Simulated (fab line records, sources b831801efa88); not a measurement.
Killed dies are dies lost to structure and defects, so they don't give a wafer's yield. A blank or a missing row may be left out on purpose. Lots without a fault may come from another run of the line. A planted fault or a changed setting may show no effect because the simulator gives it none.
fab line records | flow sky130
record lots=6 wafers=18 last_day=49
route steps=708 shown CAPM@539 PAD_OPEN@708
lots that met no fault: from a run of the same line without faults
start_h: hours from the record's first day to the start of the lot's first wafer shown | wait_h: hours since the lot's step before | " the same as in the row above | L1.1+2: a row that stands for several wafers | - no value, or no start given | * or withheld: withheld | < > ~ a bound
route shown NAME@n: a module of which the file shows steps, and the number in the route of the first | usual: mean/standard deviation of fault-free wafers | same: alike in all rows | chamber/n: place in a boat | sites: the reading at each site | _std_site: their standard deviation | _edge_site: outer sites' mean less inner sites' | radius_mm: how far each site lies from the wafer's centre | mask NAME#n: copy n | behind: the tool/chamber that last shaped the wafer | hold: why the lot was held/for how many hours/how that ended | device: the transistor (n, p or np) that didn't switch | end of line: the same wafers' tests at the end of the route | a step without rows: its recipe alone | killed: dies lost to structure and defects at the first sort, not the wafer's yield | map: a wafer's dies, x killed, . not, _ none there
set.NAME: the setting as run; set.NAME@STEP: as run at that earlier step | model.NAME: the simulator's own value behind a step, which no gauge read
lots at some steps of the route; a table a step, a row a wafer
services: from which hour (start_h, from the record's first day; less than 0 if before it) a tool's chamber was out of use, for how many hours, and why
## steps
# step SKY_CAPM_SPUTTER_02
# recipe material=TiN target_thk_nm=200 temp_c=300 power_w=6500 time_s=166.7 chamber_pressure_pa=0.4
# usual substrate_temp_c=300.02/0.2 throttle_valve_pct=29.9/1.2
# columns lot.wafer tool chamber start_h wait_h substrate_temp_c throttle_valve_pct
L113.1 pvd_sputter-04 - 839.87 0.1 299.89 31.4
L113.4 " - " " 300.07 28.2
L113.6 " - " " 300.11 31.4
L116.1 pvd_sputter-04 - 882.97 0.1 300.01 28.3
L116.2 " - " " 299.89 28.6
L116.4 " - " " 300.14 31.1
L123.1 pvd_sputter-02 - 938.02 0.1 299.91 31.2
L123.4 " - " " 300.14 28.3
L123.6 " - " " 300.12 31.0
L125.1 pvd_sputter-04 - 946.70 0.1 299.90 31.3
L125.2 " - " " 299.69 28.8
L125.3 " - " " 300.44 28.4
L130.2 pvd_sputter-02 - 974.33 0.0 299.83 31.2
L130.3 " - " " 299.98 30.6
L130.5 " - " " 299.86 31.1
L132.1 pvd_sputter-04 - 992.90 0.1 299.99 31.2
L132.3 " - " " 300.21 28.7
L132.6 " - " " 299.73 31.4
# step SKY_CAPM_RS_MEAS_03
# recipe thk_meas_gauge=four-point-probe reads=TiN_of_CAPM_SPUTTER_02
# usual CAPM_TIN_RS=6.91/0.079
# columns lot.wafer tool chamber start_h wait_h CAPM_TIN_RS[ohm/sq]
L113.1 film_metro-03 - 839.98 0.1 7.01
L113.4 " - " " 7.05
L113.6 " - " " 6.99
L116.1 film_metro-02 - 883.08 0.1 7.03
L116.2 " - " " 6.89
L116.4 " - " " 6.96
L123.1 film_metro-03 - 938.13 0.1 6.94
L123.4 " - " " 6.95
L123.6 " - " " 6.95
L125.1 film_metro-02 - 946.81 0.1 6.94
L125.2 " - " " 6.87
L125.3 " - " " 6.97
L130.2 film_metro-02 - 974.46 0.1 6.94
L130.3 " - " " 6.89
L130.5 " - " " 6.98
L132.1 film_metro-02 - 993.00 0.1 6.94
L132.3 " - " " 6.91
L132.6 " - " " 6.87
# step SKY_CAPM_THK_MEAS_04
# recipe thk_meas_gauge=xrf reads=TiN_of_CAPM_SPUTTER_02
# usual CAPM_TIN_THK=200.0/2.5
# columns lot.wafer tool chamber start_h wait_h CAPM_TIN_THK[nm]
L113.1 film_metro-03 - 840.10 0.1 197.7
L113.4 " - " " 196.1
L113.6 " - " " 197.4
L116.1 film_metro-02 - 883.20 0.1 197.2
L116.2 " - " " 200.3
L116.4 " - " " 199.2
L123.1 film_metro-03 - 938.25 0.1 200.1
L123.4 " - " " 199.9
L123.6 " - " " 199.1
L125.1 film_metro-02 - 946.93 0.1 199.7
L125.2 " - " " 203.0
L125.3 " - " " 199.5
L130.2 film_metro-02 - 974.57 0.1 199.4
L130.3 " - " " 200.6
L130.5 " - " " 198.8
L132.1 film_metro-02 - 993.12 0.1 198.9
L132.3 " - " " 199.6
L132.6 " - " " 200.7
# step SKY_CAPM_DEHYDRATE_05
# recipe temp_c=200 time_s=60
# step SKY_CAPM_HMDS_06
# recipe prime_time_s=60 prime_temp_c=120
# step SKY_CAPM_COAT_07
# recipe resist=NOVOLAK spin_rpm=3000 resist_thk_nm=1140
# step SKY_CAPM_SOFTBAKE_08
# recipe temp_c=90 time_s=60 resist=NOVOLAK
# step SKY_CAPM_EXPOSE_09
# recipe mask_id=CAPM na=0.6 source_shape=conventional sigma_outer=0.6 polarization=unpolarized target_cd_nm=1000 dose_mj=159
# step SKY_CAPM_PEB_10
# recipe temp_c=withheld time_s=* resist=NOVOLAK
# step SKY_CAPM_DEVELOP_11
# recipe resist=NOVOLAK developer=TMAH develop_time_s=60 dev_temp_c=23
# step SKY_CAPM_OVL_MEAS_12
# usual CAPM_OVL=-0.1/1.5
# columns lot.wafer tool chamber start_h wait_h CAPM_OVL[nm]
L113.1 overlay-01 - 866.35 0.1 0.4
L113.4 " - " " 2.3
L113.6 " - " " 0.7
L116.1 overlay-02 - 909.08 0.1 -0.2
L116.2 " - " " -1.3
L116.4 " - " " -0.8
L123.1 overlay-02 - 961.68 0.1 1.1
L123.4 " - " " 2.1
L123.6 " - " " -0.5
L125.1 overlay-02 - 970.88 0.1 1.0
L125.2 " - " " -0.2
L125.3 " - " " 0.2
L130.2 overlay-02 - 997.93 0.1 0.0
L130.3 " - " " 0.5
L130.5 " - " " -1.6
L132.1 overlay-02 - 1015.78 0.1 1.2
L132.3 " - " " 2.0
L132.6 " - " " 1.9
# step SKY_CAPM_METAL_ETCH_13
# recipe target_depth_nm=220 stop_on=SiO2 chemistry=Cl2/BCl3 target=TiN pressure_mtorr=10 icp_w=900 bias_w=48.5 Cl2_flow_sccm=60 bcl3_flow_sccm=30 time_s=62.9
# usual drypump_motor_current_A=6.0/0.55 oes_product_au=0.941/0.007 throttle_valve_pct=21.901/0.0099
# columns lot.wafer tool chamber start_h wait_h drypump_motor_current_A oes_product_au rf_hours_counter_h throttle_valve_pct
L113.1 rie_metal-03 0 866.38 0.0 6.6 0.935 16 21.929
L113.4 " 0 " " 6.6 0.938 - 21.903
L113.6 " 0 " " 6.6 0.935 - 21.899
L116.1 rie_metal-03 1 909.11 0.0 5.1 0.931 0 21.899
L116.2 " 0 " " 6.6 0.936 19 21.895
L116.4 " 1 " " 5.1 0.937 - 21.903
L123.1 rie_metal-04 0 961.72 0.0 5.6 0.939 17 21.879
L123.4 " 1 " " 6.5 0.941 - 21.893
L123.6 " 0 " " 5.6 0.939 - 21.898
L125.1 rie_metal-04 0 970.91 0.0 5.6 0.944 18 21.883
L125.2 " 1 " " 6.5 0.943 14 21.903
L125.3 " 0 " " 5.6 0.946 - 21.897
L130.2 rie_metal-01 1 997.96 0.0 5.8 0.939 19 21.910
L130.3 " 0 " " 5.9 0.947 - 21.892
L130.5 " 0 " " 5.9 0.939 - 21.913
L132.1 rie_metal-04 0 1015.81 0.0 5.6 0.938 20 21.903
L132.3 " 1 " " 6.4 0.945 - 21.907
L132.6 " 0 " " 5.6 0.945 - 21.895
# step SKY_CAPM_STRIP_14
# recipe chemistry=O2/N2 power_w=1400 pressure_mtorr=1500 platen_temp_c=withheld o2_flow_sccm=3000 n2_flow_sccm=300 overash_fraction=0.5
# usual drypump_motor_current_A=5.6/0.6 n2_flow_sccm=299.8/1 oes_product_au=0.709/0.0043 strip_time_to_endpoint_s=12.64/0.057
# columns lot.wafer tool chamber start_h wait_h drypump_motor_current_A n2_flow_sccm oes_product_au rf_hours_counter_h strip_time_to_endpoint_s
L113.1 plasma_asher-03 0 866.54 0.1 4.8 301.4 0.704 43 12.62
L113.4 " 1 " " 5.9 301.7 0.714 - 12.60
L113.6 " 0 " " 4.8 300.4 0.705 - 12.60
L116.1 plasma_asher-04 0 909.19 0.1 4.9 299.8 0.709 83 12.55
L116.2 " 1 " " 6.2 299.8 0.703 83 12.55
L116.4 " 1 " " 6.2 298.6 0.707 - 12.57
L123.1 plasma_asher-03 0 961.80 0.1 4.8 237.8 0.709 52 12.68
L123.4 " 0 " " 4.8 238.9 0.706 - 12.74
L123.6 " 0 " " 4.8 238.3 0.708 - 12.69
L125.1 plasma_asher-03 0 970.99 0.1 4.8 239.7 0.711 53 12.64
L125.2 " 1 " " 5.9 239.8 0.712 53 12.63
L125.3 " 1 " " 5.9 239.6 0.711 - 12.64
L130.2 plasma_asher-04 0 998.04 0.1 4.9 300.8 0.704 89 12.63
L130.3 " 0 " " 4.8 300.4 0.713 - 12.67
L130.5 " 1 " " 6.2 300.1 0.713 - 12.65
L132.1 plasma_asher-01 1 1015.89 0.1 6.3 298.2 0.708 116 12.63
L132.3 " 1 " " 6.3 299.8 0.715 - 12.65
L132.6 " 0 " " 5.2 300.8 0.707 - 12.65
# step SKY_CAPM_STRIP_15
# recipe chemistry=post_etch_residue_remover time_s=1200 temp_c=72.5
# step SKY_PAD_OPEN_PROBE_99
# usual defect_limited_yield=82.3/2 killed_at_M0_to_M3=44/7.5 killed_at_M4_up=2.9/1.8 killed_at_contacts=24/5.1 killed_at_front_end=16/4.7 killed_at_other=0.3/0.46 killed_dies=87/9.9 killed_open=47/8 killed_short=39/6.3 sort_bin_3_pad_short=0.8/0.43 sort_bin_5_function=10.6/1.6 sort_bin_6_memory=6.3/1.1 sort_n_pass=405/9.9 sort_yield_pct=82.3/2
# same gross_dies=492 killed_at_back_side=0 sort_bin_4_leakage[%]=0 sort_bin_8_speed[%]=0
# columns lot.wafer tool chamber start_h wait_h defect_limited_yield[%] killed_at_M0_to_M3 killed_at_M4_up killed_at_contacts killed_at_front_end killed_at_other killed_dies killed_open killed_short sort_bin_3_pad_short[%] sort_bin_5_function[%] sort_bin_6_memory[%] sort_n_pass sort_yield_pct[%]
L113.1 prober-01 - 1068.25 0.1 81.9 36 3 29 21 0 89 46 43 0.4 12.2 5.5 403 81.9
L113.4 prober-01 - 1068.40 0.2 84.1 40 3 19 16 0 78 48 30 1.2 7.1 7.5 414 84.1
L113.6 prober-01 - 1068.50 0.2 80.1 51 1 24 22 0 98 56 42 1.8 11.4 6.7 394 80.1
L116.1 prober-02 - 1102.35 0.1 80.3 52 1 22 22 0 97 60 37 0.8 10.4 8.5 395 80.3
L116.2 prober-02 - 1102.40 0.1 82.9 41 4 29 10 0 84 46 38 0.8 10.8 5.5 408 82.9
L116.4 prober-02 - 1102.50 0.2 85.8 34 5 19 12 0 70 38 32 0.6 8.1 5.5 422 85.8
L123.1 prober-02 - 1145.25 0.1 82.9 44 1 23 16 0 84 45 39 0.6 8.9 7.5 408 82.9
L123.4 prober-02 - 1145.40 0.2 83.9 35 7 15 21 1 79 36 41 0.6 11.2 4.3 413 83.9
L123.6 prober-02 - 1145.50 0.2 82.1 38 2 20 28 0 88 44 43 0.6 12.2 5.1 404 82.1
L125.1 prober-01 - 1153.32 0.1 80.3 53 3 19 22 0 97 51 46 0.6 12.2 6.9 395 80.3
L125.2 prober-01 - 1153.37 0.1 81.7 41 3 28 18 0 90 51 39 2.0 10.0 6.3 402 81.7
L125.3 prober-01 - 1153.42 0.2 86.4 31 3 19 14 0 67 35 28 0.6 7.3 5.7 425 86.4
L132.1 prober-02 - 1184.60 0.1 84.3 40 2 24 11 0 77 38 37 0.6 8.7 6.3 415 84.3
L132.3 prober-02 - 1184.70 0.2 84.6 35 3 22 16 0 76 39 35 0.4 9.8 5.3 416 84.6
L132.6 prober-02 - 1184.85 0.2 84.1 40 4 26 8 0 78 48 30 0.2 10.4 5.3 414 84.1
# killed by level:class
L113.1 CONTACT:geometric_particle:open=13 VIA1:geometric_particle:open=8 CONTACT:geometric_particle:short=7 FIELD_ISO:geometric_particle:open=5 METAL1:geometric_particle:short=5 FIELD_ISO:geometric_particle:short=4 POLY_GATE:geometric_particle:open=4 METAL2:geometric_particle:short=4
L113.4 CONTACT:geometric_particle:open=9 VIA1:geometric_particle:open=9 VIA2:geometric_particle:open=6 VIA1:geometric_particle:short=6 VIA3:geometric_particle:open=6 FIELD_ISO:geometric_particle:open=5 FIELD_ISO:geometric_particle:short=4 POLY_GATE:geometric_particle:open=4
L113.6 VIA1:geometric_particle:open=13 VIA3:geometric_particle:short=9 LI_CONTACT:geometric_particle:open=7 CONTACT:geometric_particle:open=7 VIA1:geometric_particle:short=6 FIELD_ISO:geometric_particle:open=5 SPACER:geometric_particle:open=5 VIA2:geometric_particle:open=5
L116.1 CONTACT:geometric_particle:open=12 VIA1:geometric_particle:open=12 VIA2:geometric_particle:open=11 FIELD_ISO:geometric_particle:open=8 VIA1:geometric_particle:short=8 FIELD_ISO:geometric_particle:short=5 LI_CONTACT:geometric_particle:open=4 LOCAL_INTERCONNECT:geometric_particle:short=4
L116.2 LI_CONTACT:geometric_particle:open=13 VIA1:geometric_particle:open=9 CONTACT:geometric_particle:open=7 METAL1:geometric_particle:short=6 VIA2:geometric_particle:open=6 FIELD_ISO:geometric_particle:short=5 LI_CONTACT:geometric_particle:short=5 METAL2:geometric_particle:short=5
L116.4 LI_CONTACT:geometric_particle:open=8 VIA2:geometric_particle:open=8 METAL1:geometric_particle:short=6 CONTACT:geometric_particle:open=5 VIA3:geometric_particle:open=5 METAL4:geometric_particle:short=5 FIELD_ISO:geometric_particle:open=3 POLY_GATE:geometric_particle:short=3
L123.1 VIA1:geometric_particle:open=10 LI_CONTACT:geometric_particle:open=7 VIA3:geometric_particle:open=7 CONTACT:geometric_particle:open=7 METAL1:geometric_particle:short=6 VIA1:geometric_particle:short=5 FIELD_ISO:geometric_particle:open=4 POLY_GATE:geometric_particle:short=4
L123.4 VIA3:geometric_particle:open=7 METAL4:geometric_particle:short=6 FIELD_ISO:geometric_particle:open=5 CONTACT:geometric_particle:open=5 METAL1:geometric_particle:short=5 VIA2:geometric_particle:open=5 POLY_GATE:geometric_particle:short=4 VIA1:geometric_particle:short=4
L123.6 VIA1:geometric_particle:open=9 POLY_GATE:geometric_particle:short=7 FIELD_ISO:geometric_particle:open=6 POLY_GATE:geometric_particle:open=6 FIELD_ISO:geometric_particle:short=5 LI_CONTACT:geometric_particle:open=5 LOCAL_INTERCONNECT:geometric_particle:short=5 VIA1:geometric_particle:short=5
L125.1 VIA1:geometric_particle:open=12 FIELD_ISO:geometric_particle:short=10 CONTACT:geometric_particle:open=8 VIA3:geometric_particle:open=7 VIA3:geometric_particle:short=7 VIA2:geometric_particle:open=6 METAL2:geometric_particle:short=5 FIELD_ISO:geometric_particle:open=4
L125.2 VIA1:geometric_particle:open=12 CONTACT:geometric_particle:open=8 POLY_GATE:geometric_particle:short=7 METAL1:geometric_particle:short=7 LI_CONTACT:geometric_particle:open=6 VIA2:geometric_particle:open=6 POLY_GATE:geometric_particle:open=5 CONTACT:geometric_particle:short=5
L125.3 VIA2:geometric_particle:open=10 CONTACT:geometric_particle:short=6 VIA3:geometric_particle:open=6 CONTACT:geometric_particle:open=5 LI_CONTACT:geometric_particle:open=4 LOCAL_INTERCONNECT:geometric_particle:short=4 VIA1:geometric_particle:open=4 POLY_GATE:geometric_particle:short=3
L132.1 CONTACT:geometric_particle:open=9 VIA1:geometric_particle:open=8 LOCAL_INTERCONNECT:geometric_particle:short=6 LI_CONTACT:geometric_particle:open=5 METAL2:geometric_particle:short=5 METAL3:geometric_particle:short=5 VIA1:geometric_particle:short=4 FIELD_ISO:geometric_particle:open=3
L132.3 VIA3:geometric_particle:open=9 CONTACT:geometric_particle:open=7 VIA1:geometric_particle:open=7 LOCAL_INTERCONNECT:geometric_particle:short=6 LI_CONTACT:geometric_particle:open=5 VIA1:geometric_particle:short=4 FIELD_ISO:geometric_particle:short=3 FIELD_ISO:geometric_particle:open=3
L132.6 CONTACT:geometric_particle:open=10 VIA1:geometric_particle:open=10 VIA2:geometric_particle:open=10 LI_CONTACT:geometric_particle:open=6 METAL2:geometric_particle:short=5 LI_CONTACT:geometric_particle:short=3 LOCAL_INTERCONNECT:geometric_particle:short=3 METAL1:geometric_particle:short=3
## services
# columns tool chamber start_h hours kind
rie_metal-03 - 822.28 2.8 pm
rie_metal-01 0 830.12 11.0 repair
plasma_asher-01 - 833.81 2.8 pm
plasma_asher-01 - 862.77 2.9 repair
rie_metal-03 1 864.16 - clean
rie_metal-03 1 864.16 35.1 scheduled_down
rie_metal-03 1 864.16 35.1 vent_cycle
pvd_sputter-02 - 883.96 8.4 repair
plasma_asher-01 - 891.88 2.3 repair
rie_metal-04 1 902.63 6.5 repair
rie_metal-01 - 921.75 2.8 pm
plasma_asher-04 - 971.54 20.2 pm
plasma_asher-04 - 991.74 2.8 pm
rie_metal-03 0 1014.80 - clean
rie_metal-03 0 1014.80 17.2 scheduled_down
rie_metal-03 0 1014.80 17.2 vent_cycle
## key
first_sign step=SKY_CAPM_STRIP_14 reading=n2_flow_sccm direction=down sigmas=61 usual=299.8 struck=239.0
effect none on later readings
met_at SKY_CAPM_STRIP_14
struck_wafers L123.1,L123.4,L123.6,L125.1,L125.2,L125.3
onset_between 866.54 961.80
fault kind=process_parameter_drift tool=plasma_asher-03 chamber=- onset_h=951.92 steps=SKY_CAPM_STRIP_14 channel=n2_flow_sccm offset=-60 shape=step end_h=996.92 acts_in=these_recipes_only stated=300
